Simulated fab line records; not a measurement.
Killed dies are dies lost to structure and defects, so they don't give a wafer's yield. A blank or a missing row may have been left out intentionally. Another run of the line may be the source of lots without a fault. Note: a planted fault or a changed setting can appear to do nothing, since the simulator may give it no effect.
Chamber matching / flow gf180mcu / 4 sister chambers for GF_SAB_ETCH_11 on rie-diel-04
The step etches SiO2 in C4F8/O2/Ar, target depth 55 nm, time 8.5 s. 4 wafers are shown with their chamber, then 7 later ones without.

WAFERS PAIRED WITH THEIR CHAMBERS
wafer=L504.2; chamber=0; oes-product-au (a.u.)=1.006
wafer=L509.3; chamber=2; oes-product-au (a.u.)=1.024
wafer=L514.1; chamber=1; oes-product-au (a.u.)=0.993
wafer=L514.3; chamber=3; oes-product-au (a.u.)=0.990

WAFERS MISSING THEIR CHAMBER
wafer=L514.4; oes-product-au (a.u.)=0.999
wafer=L523.2; oes-product-au (a.u.)=1.015
wafer=L523.5; oes-product-au (a.u.)=0.993
wafer=L523.6; oes-product-au (a.u.)=0.992
wafer=L525.4; oes-product-au (a.u.)=0.997
wafer=L525.5; oes-product-au (a.u.)=1.005
wafer=L525.6; oes-product-au (a.u.)=0.983

WHICH CHAMBER EACH ONE RAN IN
wafer=L514.4; from the rows above=can't be placed: 1 or 0 or 3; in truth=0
wafer=L523.2; from the rows above=can't be placed: 0 or 2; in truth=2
wafer=L523.5; from the rows above=can't be placed: 1 or 3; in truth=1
wafer=L523.6; from the rows above=can't be placed: 1 or 3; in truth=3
wafer=L525.4; from the rows above=can't be placed: 1 or 3 or 0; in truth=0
wafer=L525.5; from the rows above=0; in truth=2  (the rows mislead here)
wafer=L525.6; from the rows above=can't be placed: 3 or 1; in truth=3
Correctly placed: 0 of 7. Not placeable from these rows: 6 (in 6, the candidates include the true chamber). Wrongly placed: 1.
How it was worked out, from the rows above alone: a wafer's distance from a chamber is the root of the sum, over the readings, of the square of ((its reading less the chamber's mean) divided by the reading's scatter). The wafer belongs to the nearest chamber; if the next one is less than 2 further off, it can't be placed. For every chamber, the mean is computed from those of its wafers that are shown. The scatter (one wafer shown for each chamber): square how far every hidden wafer sits from the nearest shown wafer, average those squares and take the square root.
